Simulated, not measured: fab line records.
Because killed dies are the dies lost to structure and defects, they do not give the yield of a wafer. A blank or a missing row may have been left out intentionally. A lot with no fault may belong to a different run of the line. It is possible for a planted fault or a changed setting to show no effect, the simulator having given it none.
Which tool is to blame? ; flow gf180mcu ; Sampling: 15 lots, 45 wafers, 2 of 602 route steps

== WHAT THE GAUGES SHOWED, per wafer ==
GF_M1_OVL_MEAS_15.
lot;measured;on;M1_OVL (nm)
L286;day 17 00:07;overlay-02;0 0 2
L287;day 18 02:34;overlay-01;7 12 6
L288;day 18 15:25;overlay-02;13 15 18
L289;day 18 11:29;overlay-01;8 19 10
L290;day 18 22:50;overlay-02;12 5 11
L291;day 19 10:26;overlay-01;4 4 8
L293;day 20 02:07;overlay-01;10 0 -7
L294;day 20 10:58;overlay-02;6 6 4
L295;day 20 23:50;overlay-01;9 3 11
L297;day 21 10:59;overlay-01;9 5 10
L299;day 21 22:34;overlay-01;10 8 9
L301;day 22 16:04;overlay-02;6 4 -5

== WHAT TOOL EACH LOT RAN ON (gives the tool, then ch and the chambers of the sampled wafers, and finally the start) ==
lot;GF_VT_IMPLANT_DEVELOP_06
L286;litho track-01 ch 0, day 5 12:32
L287;litho track-04 ch 0, day 6 02:22
L288;litho track-01 ch 0, day 6 11:46
L289;litho track-04 ch 0, day 6 12:34
L290;litho track-01 ch 0, day 6 16:31
L291;litho track-03 ch 0, day 7 00:46
L293;litho track-04 ch 0, day 7 15:17
L294;litho track-03 ch 0, day 7 17:52
L295;litho track-01 ch 0, day 8 05:34
L297;litho track-03 ch 0, day 8 13:38
L299;litho track-01 ch 0, day 8 23:10
L301;litho track-01 ch 0, day 9 12:34
L303;litho track-01, day 9 21:13
L304;litho track-01, day 10 05:34
L305;litho track-03, day 10 12:43
- GF_VT_IMPLANT_DEVELOP_06: develop time 60 s.

== AS READ BY THE TOOLS THEMSELVES (means over the sampled wafers that have a number; for cases with no such wafer, the mark the record gives instead) ==
GF_VT_IMPLANT_DEVELOP_06.
lot;tool;chill plate temp C (C)
L286;litho track-01;22.99
L287;litho track-04;23.00
L288;litho track-01;22.99
L289;litho track-04;22.91
L290;litho track-01;23.07
L291;litho track-03;22.92
L293;litho track-04;22.95
L294;litho track-03;22.93
L295;litho track-01;22.93
L297;litho track-03;23.06
L299;litho track-01;22.99
L301;litho track-01;23.11
L303;litho track-01;-
L304;litho track-01;-
L305;litho track-03;-

== THE ANSWER, worked out from the rows above alone ==
Rule: the usual values come from the lots themselves. Put in order of their means at a reading, lots are off if they are a third of the lots or fewer, leave a main group of 4 or more, and stand apart from it by a gap of 3 or more times the standard deviation of the main group's means; of several such gaps the widest counts. If all means in a main group match to the digits the tables above print for the reading, that group is not used. Also off: a lot with no number at a reading for which 4 or more lots have one. Any other lot the step has rows for is counted as sound. The gauges are gone through in route order, then the tools' own readings, and for those a lot's mean is taken as printed above. The first step at which some lot is off is used, and at that step the reading that is off furthest; a lot without a number counts as furthest.
Off: L303, L304, L305, at GF_VT_IMPLANT_DEVELOP_06 (chill plate temp C). Without a number there: L303, L304, L305. For the main group the mean is 22.99 C and the standard deviation 0.062.
A tool fits if, at that step or a process step before it, it ran every lot that is off, and no sound lot after the first of them. Not one of the candidates tried fits.

== WHAT THE SIMULATOR HAD INSERTED ==
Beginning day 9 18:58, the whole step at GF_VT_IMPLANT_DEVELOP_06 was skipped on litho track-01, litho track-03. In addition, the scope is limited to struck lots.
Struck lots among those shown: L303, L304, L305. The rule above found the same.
